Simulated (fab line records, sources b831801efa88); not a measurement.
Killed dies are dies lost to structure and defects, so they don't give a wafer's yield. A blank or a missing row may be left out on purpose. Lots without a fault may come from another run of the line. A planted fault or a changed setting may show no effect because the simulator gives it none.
Which tool did it? | flow sky130 | 12 lots, 36 wafers sampled, at 4 steps of a route of 708

WHAT THE GAUGES READ, wafer by wafer
SKY_METAL1_RS_MEAS_05: measures by four-point-probe. Usual: METAL1_ALCU_RS 0.1272 ohm/sq, standard deviation 0.0016.
lot  | measured     | on            | METAL1_ALCU_RS (ohm/sq) | flag
L631 | day 32 18:37 | film_metro-03 | 0.1269 0.1261 0.1272    |
L634 | day 33 14:13 | film_metro-02 | 0.1291 0.1301 0.1296    |
L633 | day 33 17:24 | film_metro-02 | 0.1279 0.1273 0.1273    |
L635 | day 34 04:58 | film_metro-02 | 0.1250 0.1250 0.1253    |
L637 | day 34 16:16 | film_metro-04 | 0.1303 0.1289 0.1278    |
L638 | day 35 07:43 | film_metro-02 | 0.1278 0.1282 0.1278    |
L639 | day 35 17:19 | film_metro-03 | 0.1254 0.1257 0.1243    |
L641 | day 35 23:32 | film_metro-04 | 0.1251 0.1266 0.1245    |
L648 | day 38 23:04 | film_metro-02 | 0.1243 0.1249 0.1260    |
L649 | day 39 02:35 | film_metro-03 | 0.1286 0.1269 0.1262    |
L651 | day 39 05:26 | film_metro-04 | 0.1279 0.1276 0.1273    |
L650 | day 39 08:41 | film_metro-03 | 0.1261 0.1270 0.1262    |

SKY_METAL1_THK_MEAS_06: measures by xrf. Usual: METAL1_ALCU_THK 249 nm, standard deviation 3.4.
lot  | measured     | on            | METAL1_ALCU_THK (nm) | flag
L631 | day 32 18:44 | film_metro-03 | 247 248 249          |
L634 | day 33 14:20 | film_metro-02 | 246 243 243          |
L633 | day 33 17:30 | film_metro-02 | 250 249 251          |
L635 | day 34 05:05 | film_metro-02 | 251 252 252          |
L637 | day 34 16:23 | film_metro-04 | 243 245 249          |
L638 | day 35 07:49 | film_metro-02 | 245 248 249          |
L639 | day 35 17:25 | film_metro-03 | 257 253 237          |
L641 | day 35 23:39 | film_metro-04 | 254 251 237          |
L648 | day 38 23:11 | film_metro-02 | 254 255 252          |
L649 | day 39 02:42 | film_metro-03 | 249 250 254          |
L651 | day 39 05:34 | film_metro-04 | 249 249 247          |
L650 | day 39 08:47 | film_metro-03 | 253 253 252          |

WHICH TOOL RAN EACH LOT (tool, then ch and the chambers of the sampled wafers, then the start)
lot  | SKY_CONTACT_SPUTTER_23       | SKY_METAL1_SPUTTER_04
L631 | pvd_sputter-01, day 32 17:50 | pvd_sputter-02, day 32 18:34
L634 | pvd_sputter-03, day 33 13:26 | pvd_sputter-01, day 33 14:10
L633 | pvd_sputter-03, day 33 16:34 | pvd_sputter-01, day 33 17:19
L635 | pvd_sputter-01, day 34 04:10 | pvd_sputter-04, day 34 04:55
L637 | pvd_sputter-03, day 34 15:28 | pvd_sputter-02, day 34 16:13
L638 | pvd_sputter-01, day 35 06:47 | pvd_sputter-02, day 35 07:38
L639 | pvd_sputter-03, day 35 16:22 | pvd_sputter-02, day 35 17:13
L641 | pvd_sputter-03, day 35 22:44 | pvd_sputter-02, day 35 23:29
L648 | pvd_sputter-04, day 38 22:17 | pvd_sputter-01, day 38 23:01
L649 | pvd_sputter-04, day 39 01:19 | pvd_sputter-04, day 39 02:31
L651 | pvd_sputter-04, day 39 04:32 | pvd_sputter-01, day 39 05:23
L650 | pvd_sputter-03, day 39 07:50 | pvd_sputter-01, day 39 08:36
- SKY_CONTACT_SPUTTER_23: material TiN, target thk 20 nm, time 80 s.
- SKY_METAL1_SPUTTER_04: material TiN, target thk 70 nm, time 58.3 s.

WHAT THE TOOLS THEMSELVES READ (means of the sampled wafers that have a number; where no wafer has one, the mark that the record gives instead)
SKY_CONTACT_SPUTTER_23. Usual: throttle_valve_pct 29.8 %, standard deviation 1.
lot  | tool           | throttle_valve_pct (%) | flag
L631 | pvd_sputter-01 | 30.1                   |
L634 | pvd_sputter-03 | 29.7                   |
L633 | pvd_sputter-03 | 28.8                   |
L635 | pvd_sputter-01 | 29.7                   |
L637 | pvd_sputter-03 | 29.9                   |
L638 | pvd_sputter-01 | 29.8                   |
L639 | pvd_sputter-03 | 29.8                   |
L641 | pvd_sputter-03 | 30.9                   |
L648 | pvd_sputter-04 | 30.4                   |
L649 | pvd_sputter-04 | 29.9                   |
L651 | pvd_sputter-04 | 30.5                   |
L650 | pvd_sputter-03 | 30.8                   |

SKY_METAL1_SPUTTER_04. Usual: throttle_valve_pct 30.0 %, standard deviation 0.92.
lot  | tool           | throttle_valve_pct (%) | flag
L631 | pvd_sputter-02 | 30.3                   |
L634 | pvd_sputter-01 | 29.5                   |
L633 | pvd_sputter-01 | 30.6                   |
L635 | pvd_sputter-04 | 30.0                   |
L637 | pvd_sputter-02 | 29.4                   |
L638 | pvd_sputter-02 | 28.9                   |
L639 | pvd_sputter-02 | 30.3                   |
L641 | pvd_sputter-02 | 29.4                   |
L648 | pvd_sputter-01 | 30.2                   |
L649 | pvd_sputter-04 | 30.1                   |
L651 | pvd_sputter-01 | 29.0                   |
L650 | pvd_sputter-01 | 29.8                   |

THE ANSWER, worked out from the rows above alone
Rule: a lot is off if the mean of its wafers that have a number lies more than 3 standard deviations from the usual mean. A lot without any number at a reading at which 4 lots or more have one is off too. The other lots that the step has rows for count as sound. The gauges are gone through in route order, then the tools' own readings, and for those a lot's mean is taken as printed above. The first step at which some lot is off is used, and at that step the reading that is off furthest; a lot without a number counts as furthest.
No lot is off at any reading shown: from this, nothing can be told.

WHAT THE SIMULATOR HAD PUT IN
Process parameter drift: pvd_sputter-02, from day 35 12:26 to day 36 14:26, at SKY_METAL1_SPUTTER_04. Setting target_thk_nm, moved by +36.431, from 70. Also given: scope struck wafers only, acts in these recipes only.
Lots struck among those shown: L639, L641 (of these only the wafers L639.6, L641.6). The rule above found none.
